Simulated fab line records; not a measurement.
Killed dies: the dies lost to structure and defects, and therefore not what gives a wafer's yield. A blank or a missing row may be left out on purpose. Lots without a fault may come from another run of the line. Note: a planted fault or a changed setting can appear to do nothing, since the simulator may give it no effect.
Which tool is to blame?    flow gf180mcu    39 wafers from 13 lots sampled at 5 of the route's 602 steps

== WHAT EACH GAUGE READ, for each wafer ==
GF_VT_IMPLANT_OVL_MEAS_18. Usual: for VT_IMPLANT_01_OVL the level is -0.2 nm and the standard deviation is 1.6.
lot   measured      on          VT_IMPLANT_01_OVL (nm)  flag
L692  day 6 13:32   overlay-01  -2.8 -2.1 -1.3          
L694  day 6 22:50   overlay-01  -2.5 -3.7 -0.9          
L697  day 8 01:22   overlay-01  1.4 1.8 -0.2            
L698  day 8 09:23   overlay-02  2.2 -0.2 -1.7           
L699  day 8 10:38   overlay-01  -0.6 -1.8 -1.2          
L700  day 8 17:07   overlay-02  -1.2 -2.6 -2.2          
L701  day 8 19:36   overlay-02  0.3 0.6 0.5             
L702  day 9 08:38   overlay-02  0.7 1.0 0.8             
L703  day 9 11:47   overlay-01  -2.1 -2.9 -2.3          
L705  day 10 04:01  overlay-01  -0.2 0.6 1.3            
L708  day 10 17:03  overlay-02  1.4 1.1 1.3             
L710  day 11 08:58  overlay-02  -0.1 -1.7 -1.1          
L714  day 12 09:04  overlay-02  0.7 0.6 0.3             

GF_VT_IMPLANT_TW_MEAS_32. Usual: for VT_IMPLANT_3_TW the level is 268.3 and the standard deviation is 1.2.
lot   measured      on             VT_IMPLANT_3_TW                      flag
L692  day 7 05:22   film_metro-01  266.6 266.9 266.1                    
L694  day 7 15:36   film_metro-01  268.7 266.1 266.9                    
L697  day 8 18:37   film_metro-01  270.6 269.9 268.4                    
L698  day 9 03:02   film_metro-03  267.0 267.7 267.2                    
L699  day 9 03:54   film_metro-01  268.3 268.8 269.7                    
L700  day 9 10:34   film_metro-03  267.3 268.3 265.8                    
L701  day 9 13:16   film_metro-03  266.2 267.8 266.6                    
L702  day 10 02:07  film_metro-01  268.2 268.5 268.8                    
L703  day 10 06:26  film_metro-03  268.4 267.3 268.5                    
L705  day 10 23:04  film_metro-01  269.1 269.6 268.9                    
L708  day 11 11:25  film_metro-02  259.8 269.5 268.4 259.4 270.1 268.7  
L710  day 12 04:08  film_metro-03  269.6 270.5 270.2                    
L714  day 13 04:44  film_metro-02  268.5 267.9 270.7                    

GF_VT_IMPLANT_OVL_MEAS_40. Usual: for VT_IMPLANT_03_OVL the level is 0.3 nm and the standard deviation is 1.3.
lot   measured      on          VT_IMPLANT_03_OVL (nm)  flag
L692  day 7 21:05   overlay-01  -0.4 0.1 0.7            
L694  day 8 08:04   overlay-01  1.2 2.4 2.1             
L697  day 9 12:05   overlay-02  0.0 0.2 1.5             
L698  day 9 20:43   overlay-01  0.5 0.4 0.0             
L699  day 9 21:28   overlay-01  -0.1 0.0 0.7            
L700  day 10 04:19  overlay-01  1.5 2.4 1.2             
L701  day 10 06:57  overlay-01  0.7 0.3 -1.1            
L702  day 10 19:16  overlay-02  1.4 0.6 2.1             
L703  day 11 00:56  overlay-01  -2.7 -2.3 -1.7          
L705  day 11 17:46  overlay-02  -0.4 0.0 -0.6           
L708  day 12 06:14  overlay-01  1.6 3.2 0.1             
L710  day 12 23:40  overlay-01  0.8 0.8 0.4             
L714  day 14 00:59  overlay-02  0.0 0.2 0.5             

GF_VT_IMPLANT_RS_MEAS_49: a four-point-probe measurement. Usual: for MVPSD_RS the level is 1168 ohm/sq and the standard deviation is 3.2.
lot   measured      on             MVPSD_RS (ohm/sq)  flag
L692  day 7 21:59   film_metro-04  1174 1168 1172     
L694  day 8 08:55   film_metro-04  1171 1167 1168     
L697  day 9 12:56   film_metro-04  1170 1170 1171     
L698  day 9 21:37   film_metro-04  1170 1170 1168     
L699  day 9 22:19   film_metro-02  1171 1170 1168     
L700  day 10 05:13  film_metro-03  1166 1168 1168     
L701  day 10 07:51  film_metro-03  1167 1167 1169     
L702  day 10 20:07  film_metro-04  1169 1170 1171     
L703  day 11 01:55  film_metro-02  1167 1168 1167     
L705  day 11 18:39  film_metro-03  1174 1173 1174     
L708  day 12 07:08  film_metro-02  1166 1167 1167     
L710  day 13 00:34  film_metro-02  1166 1164 1170     
L714  day 14 01:50  film_metro-02  1167 1167 1168     

== EACH LOT AND THE TOOL THAT RAN IT (in order: tool; ch and the chambers of the sampled wafers; start) ==
lot   GF_VT_IMPLANT_IMPLANT_30
L692  implanter-03 ch 0, day 7 05:08
L694  implanter-03 ch 0, day 7 15:21
L697  implanter-01 ch 0, day 8 18:22
L698  implanter-03 ch 0, day 9 02:49
L699  implanter-04 ch 0, day 9 03:39
L700  implanter-01 ch 0, day 9 10:20
L701  implanter-03 ch 0, day 9 13:04
L702  implanter-03 ch 0, day 10 01:52
L703  implanter-01 ch 0, day 10 06:11
L705  implanter-04 ch 0, day 10 22:50
L708  implanter-01 ch 0, day 11 11:13
L710  implanter-04 ch 0, day 12 03:55
L714  implanter-04 ch 0, day 13 04:20
- GF_VT_IMPLANT_IMPLANT_30

== WHAT THE TOOLS THEMSELVES READ (means of the sampled wafers that have a number; where no wafer has one, the mark that the record gives instead) ==
The record holds no such reading with a usual standard deviation.

== THE ANSWER, worked out from the rows above alone ==
Rule: a lot counts as off when the mean over its wafers that have a number is more than 3 standard deviations away from the usual mean. Also off: a lot with no number at a reading for which 4 or more lots have one. Where the step has rows for the other lots, those lots are counted as sound. After the gauges, taken in route order, come the tools' own readings; for these a lot's mean is taken, as printed above. At the first step where some lot is off, the reading lying furthest off is the one used; lots without a number count as furthest.
No lot is off at any reading shown: from this, nothing can be told.

== WHAT THE SIMULATOR HAD INSERTED ==
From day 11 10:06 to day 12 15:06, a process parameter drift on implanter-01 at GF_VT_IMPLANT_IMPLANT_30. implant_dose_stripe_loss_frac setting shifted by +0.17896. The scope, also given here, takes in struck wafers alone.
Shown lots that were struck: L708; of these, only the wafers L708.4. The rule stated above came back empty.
